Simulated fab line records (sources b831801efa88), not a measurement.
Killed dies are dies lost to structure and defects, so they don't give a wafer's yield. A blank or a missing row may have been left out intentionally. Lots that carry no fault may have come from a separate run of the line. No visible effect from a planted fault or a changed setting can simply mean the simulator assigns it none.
The same fault as seen by 2 desks -- flow gf180mcu -- what lay behind the numbers comes last; until then each desk has only its own

## THE METROLOGY DESK
What the gauges read, lot by lot, whatever tool the lot ran on: means of the sampled wafers that have a number. A lot is out of limits, marked OUT, if its mean lies more than 4 standard deviations from the usual mean; the brackets give that distance.
Columns: A = V5_W_RS at GF_V5_RS_MEAS_24, usual 0.327 ohm/sq; B = V5_W_THK at GF_V5_THK_MEAS_25, usual 353 nm; C = TOP_METAL_ALCU_RS at GF_TOP_METAL_RS_MEAS_05, usual 0.0327 ohm/sq; D = TOP_METAL_ALCU_THK at GF_TOP_METAL_THK_MEAS_06, usual 888 nm
lot,first seen here,A,B,C,D
L763,day 27 11:35,0.328,352,0.0322,904
L765,day 27 19:19,0.323,356,0.0327,888
L777,day 31 07:52,0.328,355,0.0314,935 (+4.9) OUT
L780,day 32 02:53,0.335,340,0.0327,886
L786,day 33 14:31,0.331,350,0.0329,881
This desk finds L777 out of limits, with the earliest case on L777 at day 31 08:40 (TOP_METAL_ALCU_THK at GF_TOP_METAL_THK_MEAS_06). In limits: L763, L765, L780, L786.

## TOOL OWNER'S DESK, pvdSputter-04
The tool's own readings at GF_TOP_METAL_SPUTTER_02 (material AlCu, target thk 900 nm, time 47.82 s): means of the sampled wafers that have a number, for each lot that ran on this tool. A lot is out of limits, marked OUT, if its mean lies more than 4 standard deviations from the usual mean; the brackets give that distance.
Columns: A = throttleValvePct at GF_TOP_METAL_SPUTTER_02, usual 30.0 %
lot,first seen here,A
L763,day 27 12:11,30.9
L777,day 31 08:27,29.8
Result from this desk: across the 2 lots, nothing is out of limits.

## ALL TOGETHER
Metrology desk: alarm possible at day 31 08:40 on L777.
The desk of the tool owner found nothing out of limits.
On record at the tool owner's desk: L777, within its limits.
GF_TOP_METAL_SPUTTER_02 was run on pvdSputter-04 by each of the lots named.

## WHAT THE SIMULATOR HAD INSERTED
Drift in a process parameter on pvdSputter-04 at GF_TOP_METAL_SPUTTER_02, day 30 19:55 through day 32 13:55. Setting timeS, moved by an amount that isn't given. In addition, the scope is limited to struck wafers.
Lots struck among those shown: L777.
Delay in hours, fault start to first out-of-limits reading, per desk: metrology desk 13.
